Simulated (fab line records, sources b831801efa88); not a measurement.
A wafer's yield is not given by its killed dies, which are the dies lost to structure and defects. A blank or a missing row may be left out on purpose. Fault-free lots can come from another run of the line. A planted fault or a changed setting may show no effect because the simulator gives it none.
One fault seen from 2 desks	flow sky130	what lay behind the numbers comes last; until then each desk has only its own

## TOOL OWNER'S DESK, iline-stepper-01
The tool's own readings at SKY_CAPM_EXPOSE_09 (exposes mask CAPM, target cd 1000 nm): means of the sampled wafers that have a number, for each lot that ran on this tool. If a lot's mean is further than 4 standard deviations from the usual mean, the lot is out of limits and carries the mark OUT (the distance appears in the brackets).
Columns: A = exposure-dose-mJ-cm2 at SKY_CAPM_EXPOSE_09, usual 158.97; B = focus-offset-nm at SKY_CAPM_EXPOSE_09, usual 0.0 nm
lot	first seen here	A	B
L291	day 36 12:40	159.22	-0.5
L295	day 38 07:24	159.05	-0.1
L294	day 38 08:29	158.95	0.4
L297	day 38 17:39	158.91	-0.2
L301	day 39 21:46	159.01	-0.5
L306	day 41 12:39	158.73	0.5
L314	day 44 12:18	159.20	0.4
This desk's verdict: no lot among the 7 shows anything out of limits.

## THE METROLOGY DESK
Means of the sampled wafers that have a number, per lot and without regard to the tool the lot ran on: this is what the gauges read. If a lot's mean is further than 4 standard deviations from the usual mean, the lot is out of limits and carries the mark OUT (the distance appears in the brackets).
Columns: A = METAL2_ALCU_THK at SKY_METAL2_THK_MEAS_06, usual 245.3 nm
lot	first seen here	A
L291	day 33 16:03	247.3
L295	day 35 10:47	248.0
L294	day 35 12:40	242.0
L296	day 35 13:37	242.6
L297	day 35 21:33	242.0
L298	day 36 17:37	247.9
L301	day 37 02:11	244.7
L303	day 37 15:25	244.1
L305	day 38 13:32	249.8
L306	day 38 20:31	249.1
L307	day 39 03:17	244.2
L308	day 39 11:54	245.7
L309	day 39 13:05	244.9
L314	day 42 00:11	244.3
This desk's verdict: no lot among the 14 shows anything out of limits.

## ALL TOGETHER
Nothing out of limits was seen by the tool owner's desk.
At the metrology desk, nothing out of limits was observed.

## WHAT THE SIMULATOR PUT IN
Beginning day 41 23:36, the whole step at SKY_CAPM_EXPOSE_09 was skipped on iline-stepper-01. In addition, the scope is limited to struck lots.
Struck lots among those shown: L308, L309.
